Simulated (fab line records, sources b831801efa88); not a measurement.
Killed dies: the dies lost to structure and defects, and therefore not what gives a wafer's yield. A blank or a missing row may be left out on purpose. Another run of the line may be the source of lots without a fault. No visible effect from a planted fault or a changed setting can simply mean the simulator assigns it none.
Matching of chambers -- flow sky130 -- SKY_VIA1_ETCH_15 on rie diel-03 has 4 sister chambers
The step etches SiO2 in C4F8/O2/Ar, stops on TiN, target depth 351 nm, time 54 s. 20 wafers are shown with their chamber, then 10 later ones without.

## WAFERS WITH THEIR CHAMBER
wafer,chamber,rf fwd power W (W),bias w (W),oes product au (a.u.)
L074.1,3,1481,1198,0.983
L074.4,2,1490,1193,0.976
L074.6,3,1481,1194,0.986
L078.2,2,1480,1199,0.982
L078.5,3,1484,1198,0.981
L078.6,2,1484,1201,0.986
L079.1,0,1488,1199,0.984
L079.3,1,1481,1202,0.972
L079.6,3,1475,1200,0.977
L080.1,3,1488,1195,0.985
L080.2,2,1489,1202,0.980
L080.3,0,1484,1198,0.972
L082.1,0,1483,1199,0.981
L082.2,2,1487,1202,0.983
L082.5,1,1482,1202,0.983
L084.2,3,1478,1201,0.981
L084.3,0,1492,1198,0.978
L084.4,1,1482,1199,0.983
L088.1,1,1486,1195,0.988
L088.3,0,1485,1208,0.987

SIGNATURES (averages over the wafers above)
reading,chamber 0,chamber 1,chamber 2,chamber 3,scatter within a chamber
rf fwd power W,1486.40,1482.75,1486.00,1481.17,3.85
bias w,1200.40,1199.50,1199.40,1197.67,3.54
oes product au,0.98040,0.98150,0.98140,0.98217,0.00486
Rule: for a wafer and a chamber, the distance is found by dividing, reading by reading, the gap between the wafer's reading and the chamber's mean by the reading's scatter, squaring, summing and taking the root. The wafer belongs to the nearest chamber; if the next one is less than 2 further off, it can't be placed. How the scatter is found: for the shown wafers, subtract from each reading the mean of its chamber, square and add these, divide the total by (wafers less chambers), then take the root.

## WAFERS WITHOUT THEIR CHAMBER
wafer,rf fwd power W (W),bias w (W),oes product au (a.u.)
L088.5,1481,1197,0.979
L090.1,1486,1203,0.971
L090.4,1477,1200,0.971
L090.6,1474,1202,0.982
L095.1,1489,1196,0.976
L095.2,1479,1198,0.986
L095.4,1498,1200,0.988
L097.2,1486,1201,0.979
L097.3,1483,1199,0.981
L097.6,1477,1200,0.970

## WHICH CHAMBER EACH ONE RAN IN
wafer,from the rows above,in truth
L088.5,can't be placed: 3 or 1 or 2 or 0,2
L090.1,can't be placed: 0 or 2 or 1 or 3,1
L090.4,can't be placed: 3 or 1 or 0 or 2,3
L090.6,can't be placed: 3 or 1 or 2 or 0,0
L095.1,can't be placed: 2 or 0 or 1 or 3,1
L095.2,can't be placed: 3 or 1 or 2 or 0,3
L095.4,can't be placed: 0 or 2 or 1 or 3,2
L097.2,can't be placed: 0 or 2 or 1 or 3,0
L097.3,can't be placed: 1 or 3 or 2 or 0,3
L097.6,can't be placed: 1 or 3 or 0 or 2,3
Correct placement for 0 of the 10. Cannot be placed on the basis of these rows: 10; the candidates contain the true chamber in 10. Placed wrongly: 0.
